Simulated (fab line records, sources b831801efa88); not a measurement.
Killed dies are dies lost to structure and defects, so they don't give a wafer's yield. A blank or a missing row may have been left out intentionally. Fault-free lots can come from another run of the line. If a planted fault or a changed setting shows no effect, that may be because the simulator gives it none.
Chamber matching -- flow sky130 -- SKY_VIA3_CMP_24 on cmp-02 has 4 sister chambers
The step polishes, stops on SiO2, t overpolish 20 s, target thk 0 nm. 14 wafers are shown with their chamber, then 7 later ones without.

## EACH WAFER AND ITS CHAMBER
wafer,chamber,motor current A (A),time to endpoint s (s),overpolish run s (s)
L205.2,0,10.7,85,20.013
L205.4,3,13.9,85,20.008
L205.6,2,11.7,92,20.002
L208.3,0,9.7,86,19.993
L208.4,2,11.0,92,19.997
L208.6,0,10.2,90,20.006
L209.1,0,9.7,87,20.004
L209.4,3,12.4,87,20.013
L209.5,1,11.5,96,20.014
L213.3,0,10.2,90,20.002
L213.4,3,12.6,91,20.006
L213.6,3,13.8,91,19.991
L214.2,1,11.1,99,19.997
L214.3,3,13.5,94,19.992

SIGNATURES, as means of the wafers listed above
reading,chamber 0,chamber 1,chamber 2,chamber 3,scatter within a chamber
motor current A,10.100,11.300,11.350,13.240,0.544
time to endpoint s,87.60,97.50,92.00,89.60,2.77
overpolish run s,20.00360,20.00550,19.99950,20.00200,0.00872
Rule: for a wafer and a chamber, the distance is found by dividing, reading by reading, the gap between the wafer's reading and the chamber's mean by the reading's scatter, squaring, summing and taking the root. The wafer belongs to the nearest chamber; if the next one is less than 2 further off, it can't be placed. The scatter: the root of (the sum of the squares of (reading less its chamber's mean) over the shown wafers, divided by (wafers less chambers)).

## WAFERS WHOSE CHAMBER IS MISSING
wafer,motor current A (A),time to endpoint s (s),overpolish run s (s)
L214.6,10.4,102,20.011
L220.2,10.5,91,19.994
L220.3,11.3,91,20.011
L220.6,13.7,90,20.008
L223.2,10.2,93,19.998
L223.3,11.2,94,20.023
L223.5,11.1,98,19.997

## WHICH CHAMBER EACH ONE RAN IN
wafer,from the rows above,in truth
L214.6,can't be placed: 1 or 2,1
L220.2,can't be placed: 2 or 0 or 1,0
L220.3,can't be placed: 2 or 1 or 0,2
L220.6,3,3
L223.2,can't be placed: 0 or 2 or 1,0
L223.3,can't be placed: 1 or 2 or 0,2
L223.5,can't be placed: 1 or 2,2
Correctly placed: 1 of 7. Can't be placed from these rows: 6 (the true chamber is among the candidates in 6). Placed wrongly: 0.
